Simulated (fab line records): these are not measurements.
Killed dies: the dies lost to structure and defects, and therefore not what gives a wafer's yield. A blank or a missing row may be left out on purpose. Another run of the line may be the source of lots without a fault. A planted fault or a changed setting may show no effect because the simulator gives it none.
Chamber matching || flow sfqLine || SFQ_TRILAYER_I3_CMP_CMP_082 on cmp-02: 4 sister chambers
The step polishes SiO2. 18 wafers are shown with their chamber, then 9 later ones without.

## WAFERS PAIRED WITH THEIR CHAMBERS
{"wafer": "L994.3", "chamber": 3, "motorCurrentA (A)": 12.1, "timeToEndpointS (s)": 205, "slurryFilterDpKPa (kPa)": 13.44}
{"wafer": "L994.2", "chamber": 2, "motorCurrentA (A)": 9.0, "timeToEndpointS (s)": 214, "slurryFilterDpKPa (kPa)": 13.28}
{"wafer": "L994.4", "chamber": 1, "motorCurrentA (A)": 12.4, "timeToEndpointS (s)": 206, "slurryFilterDpKPa (kPa)": 13.48}
{"wafer": "L997.1", "chamber": 0, "motorCurrentA (A)": 9.9, "timeToEndpointS (s)": 217, "slurryFilterDpKPa (kPa)": 13.50}
{"wafer": "L997.5", "chamber": 2, "motorCurrentA (A)": 9.4, "timeToEndpointS (s)": 219, "slurryFilterDpKPa (kPa)": 13.44}
{"wafer": "L997.6", "chamber": 1, "motorCurrentA (A)": 12.4, "timeToEndpointS (s)": 211, "slurryFilterDpKPa (kPa)": 13.29}
{"wafer": "L999.2", "chamber": 3, "motorCurrentA (A)": 11.9, "timeToEndpointS (s)": 218, "slurryFilterDpKPa (kPa)": 13.30}
{"wafer": "L999.4", "chamber": 0, "motorCurrentA (A)": 10.3, "timeToEndpointS (s)": 224, "slurryFilterDpKPa (kPa)": 13.56}
{"wafer": "L999.5", "chamber": 2, "motorCurrentA (A)": 8.8, "timeToEndpointS (s)": 221, "slurryFilterDpKPa (kPa)": 13.42}
{"wafer": "L108.2", "chamber": 1, "motorCurrentA (A)": 12.2, "timeToEndpointS (s)": 207, "slurryFilterDpKPa (kPa)": 13.37}
{"wafer": "L108.5", "chamber": 1, "motorCurrentA (A)": 12.7, "timeToEndpointS (s)": 216, "slurryFilterDpKPa (kPa)": 13.40}
{"wafer": "L108.6", "chamber": 2, "motorCurrentA (A)": 9.3, "timeToEndpointS (s)": 214, "slurryFilterDpKPa (kPa)": 13.58}
{"wafer": "L109.1", "chamber": 3, "motorCurrentA (A)": 11.5, "timeToEndpointS (s)": 213, "slurryFilterDpKPa (kPa)": 13.49}
{"wafer": "L109.4", "chamber": 2, "motorCurrentA (A)": 9.6, "timeToEndpointS (s)": 215, "slurryFilterDpKPa (kPa)": 13.48}
{"wafer": "L109.5", "chamber": 1, "motorCurrentA (A)": 12.3, "timeToEndpointS (s)": 208, "slurryFilterDpKPa (kPa)": 13.55}
{"wafer": "L113.4", "chamber": 3, "motorCurrentA (A)": 12.4, "timeToEndpointS (s)": 211, "slurryFilterDpKPa (kPa)": 13.38}
{"wafer": "L113.1", "chamber": 2, "motorCurrentA (A)": 9.7, "timeToEndpointS (s)": 201, "slurryFilterDpKPa (kPa)": 13.60}
{"wafer": "L113.5", "chamber": 3, "motorCurrentA (A)": 12.0, "timeToEndpointS (s)": 221, "slurryFilterDpKPa (kPa)": 13.50}

SIGNATURES, as means of the wafers listed above
{"reading": "motorCurrentA", "chamber 0": 10.100, "chamber 1": 12.400, "chamber 2": 9.300, "chamber 3": 11.980, "scatter within a chamber": 0.299}
{"reading": "timeToEndpointS", "chamber 0": 220.50, "chamber 1": 209.60, "chamber 2": 214.00, "chamber 3": 213.60, "scatter within a chamber": 5.91}
{"reading": "slurryFilterDpKPa", "chamber 0": 13.5300, "chamber 1": 13.4180, "chamber 2": 13.4667, "chamber 3": 13.4220, "scatter within a chamber": 0.0994}
Rule: a wafer lies at a distance from a chamber equal to the root of the sum of squares, over the readings, of (its reading less the chamber's mean, divided by the reading's scatter). If the next closest chamber is less than 2 further off than the closest, the wafer can't be placed; otherwise it belongs to the closest. The scatter: the root of (the sum of the squares of (reading less its chamber's mean) over the shown wafers, divided by (wafers less chambers)).

## WAFERS WITH NO CHAMBER GIVEN
{"wafer": "L114.1", "motorCurrentA (A)": 12.8, "timeToEndpointS (s)": 205, "slurryFilterDpKPa (kPa)": 13.43}
{"wafer": "L114.4", "motorCurrentA (A)": 9.9, "timeToEndpointS (s)": 220, "slurryFilterDpKPa (kPa)": 13.26}
{"wafer": "L114.6", "motorCurrentA (A)": 10.4, "timeToEndpointS (s)": 218, "slurryFilterDpKPa (kPa)": 13.27}
{"wafer": "L115.2", "motorCurrentA (A)": 9.2, "timeToEndpointS (s)": 200, "slurryFilterDpKPa (kPa)": 13.33}
{"wafer": "L115.1", "motorCurrentA (A)": 13.5, "timeToEndpointS (s)": 208, "slurryFilterDpKPa (kPa)": 13.62}
{"wafer": "L115.6", "motorCurrentA (A)": 11.8, "timeToEndpointS (s)": 207, "slurryFilterDpKPa (kPa)": 13.55}
{"wafer": "L116.4", "motorCurrentA (A)": 9.4, "timeToEndpointS (s)": 211, "slurryFilterDpKPa (kPa)": 13.26}
{"wafer": "L116.2", "motorCurrentA (A)": 12.5, "timeToEndpointS (s)": 201, "slurryFilterDpKPa (kPa)": 13.37}
{"wafer": "L116.5", "motorCurrentA (A)": 12.8, "timeToEndpointS (s)": 215, "slurryFilterDpKPa (kPa)": 13.53}

## CHAMBER TAKEN BY EACH
{"wafer": "L114.1", "from the rows above": "can't be placed: 1 or 3", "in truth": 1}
{"wafer": "L114.4", "from the rows above": "can't be placed: 0 or 2", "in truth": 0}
{"wafer": "L114.6", "from the rows above": "can't be placed: 0 or 2", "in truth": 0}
{"wafer": "L115.2", "from the rows above": 2, "in truth": 2}
{"wafer": "L115.1", "from the rows above": "can't be placed: 1 or 3", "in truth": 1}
{"wafer": "L115.6", "from the rows above": "can't be placed: 3 or 1", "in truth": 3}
{"wafer": "L116.4", "from the rows above": "can't be placed: 2 or 0", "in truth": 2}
{"wafer": "L116.2", "from the rows above": "can't be placed: 1 or 3", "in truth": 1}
{"wafer": "L116.5", "from the rows above": "can't be placed: 1 or 3", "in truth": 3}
1 of 9 placed correctly. These rows do not allow placing 8 (true chamber among the candidates in 8). Wrongly placed: 0.
